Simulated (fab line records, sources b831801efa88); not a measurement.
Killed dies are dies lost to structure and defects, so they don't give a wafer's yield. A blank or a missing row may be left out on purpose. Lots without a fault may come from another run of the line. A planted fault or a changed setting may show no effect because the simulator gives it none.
One fault seen from 2 desks | flow sky130 | each desk has only its own numbers; what lay behind them comes last

THE METROLOGY DESK
What the gauges read, lot by lot, whatever tool the lot ran on: means of the sampled wafers that have a number. A lot is out of limits, marked OUT, if its mean lies more than 4 standard deviations from the usual mean; the brackets give that distance.
Columns: A = VIA4_W_RS at SKY_VIA4_RS_MEAS_19, usual 0.2266 ohm/sq; B = VIA4_W_THK at SKY_VIA4_THK_MEAS_20, usual 515 nm
lot  | first seen here | A      | B
L374 | day 44 09:44    | 0.2251 | 520
L376 | day 44 17:34    | 0.2251 | 521
L382 | day 46 19:23    | 0.2265 | 518
L385 | day 47 14:10    | 0.2285 | 512
L389 | day 48 17:23    | 0.2258 | 513
L395 | day 49 14:10    | 0.2245 | 521
This desk's finding: nothing out of limits on any of the 6 lots.

THE TOOL OWNER'S DESK: pvd_sputter-03
The tool's own readings at SKY_METAL5_SPUTTER_03 (material Ti, target thk 5 nm, time 3.3 s): means of the sampled wafers that have a number, for each lot that ran on this tool. A lot is out of limits, marked OUT, if its mean lies more than 4 standard deviations from the usual mean; the brackets give that distance.
Columns: A = throttle_valve_pct at SKY_METAL5_SPUTTER_03, usual 29.4 %
lot  | first seen here | A
L382 | day 46 19:58    | 28.0
L385 | day 47 14:44    | 28.2
This desk's finding: nothing out of limits on any of the 2 lots.

PUT TOGETHER
The metrology desk saw nothing out of limits.
The tool owner's desk saw nothing out of limits.

WHAT THE SIMULATOR HAD PUT IN
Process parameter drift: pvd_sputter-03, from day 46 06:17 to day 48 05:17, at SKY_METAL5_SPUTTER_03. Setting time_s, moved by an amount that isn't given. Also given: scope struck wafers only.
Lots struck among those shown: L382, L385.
